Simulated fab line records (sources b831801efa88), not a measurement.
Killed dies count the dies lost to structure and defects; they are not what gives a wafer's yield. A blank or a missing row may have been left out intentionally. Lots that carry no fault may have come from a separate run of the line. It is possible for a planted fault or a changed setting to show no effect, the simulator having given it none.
2 desks looking at one fault | flow gf180mcu | only its own numbers are on each desk; what lay behind them is given at the end

== THE METROLOGY DESK ==
What the gauges read, lot by lot, whatever tool the lot ran on: means of the sampled wafers that have a number. The brackets show how far a lot's mean lies from the usual mean; more than 4 standard deviations puts the lot out of limits, marked OUT.
Columns: A = V4_W_RS at GF_V4_RS_MEAS_24, usual 0.329 ohm/sq; B = V4_W_THK at GF_V4_THK_MEAS_25, usual 355 nm; C = MIM_CVD_05_THK at GF_MIM_THK_MEAS_06, usual 42.1 nm
lot  | first seen here | A     | B   | C
L787 | day 24 19:04    | 0.334 | 349 | 42.6
L788 | day 25 03:28    | 0.323 | 366 | 42.0
L796 | day 27 23:03    | 0.326 | 354 | 43.0
L797 | day 28 06:51    | 0.329 | 358 | 42.2
L806 | day 30 14:46    | 0.327 | 359 | 42.1
L809 | day 31 06:59    | 0.328 | 356 | 42.1
This desk found nothing out of limits on any of the 6 lots.

== DESK OF THE TOOL OWNER: pvd-sputter-03 ==
The tool's own readings at GF_MIM_SPUTTER_08 (material AlCu, target thk 200 nm, time 10.6 s): means of the sampled wafers that have a number, for each lot that ran on this tool. The brackets show how far a lot's mean lies from the usual mean; more than 4 standard deviations puts the lot out of limits, marked OUT.
Columns: A = chamber-pressure-pa at GF_MIM_SPUTTER_08, usual 0.4000 Pa; B = throttle-valve-pct at GF_MIM_SPUTTER_08, usual 29.9 %
lot  | first seen here | A                | B
L787 | day 24 19:54    | 0.4001           | 29.8
L796 | day 27 23:55    | 0.3612 (-47) OUT | 30.9
L797 | day 28 07:41    | 0.3619 (-47) OUT | 31.7
Finding of this desk: L796, L797 out of limits; the first was L796 at day 27 23:55, on chamber-pressure-pa at GF_MIM_SPUTTER_08. Within limits: L787.

== PUT TOGETHER ==
The tool owner's desk had the chance to raise an alarm at day 27 23:55 on L796, L797.
Nothing out of limits was seen by the metrology desk.
The metrology desk has L796, L797 on record, within its limits.
The lots listed all ran GF_MIM_SPUTTER_08 on pvd-sputter-03.

== WHAT WAS PUT IN BY THE SIMULATOR ==
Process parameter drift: pvd-sputter-03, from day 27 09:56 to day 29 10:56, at GF_MIM_SPUTTER_08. Setting chamber-pressure-pa, moved by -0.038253, from 0.4. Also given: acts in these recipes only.
Shown lots that were struck: L796, L797.
Delay in hours, fault start to first out-of-limits reading, by desk: the tool owner's desk at 14.
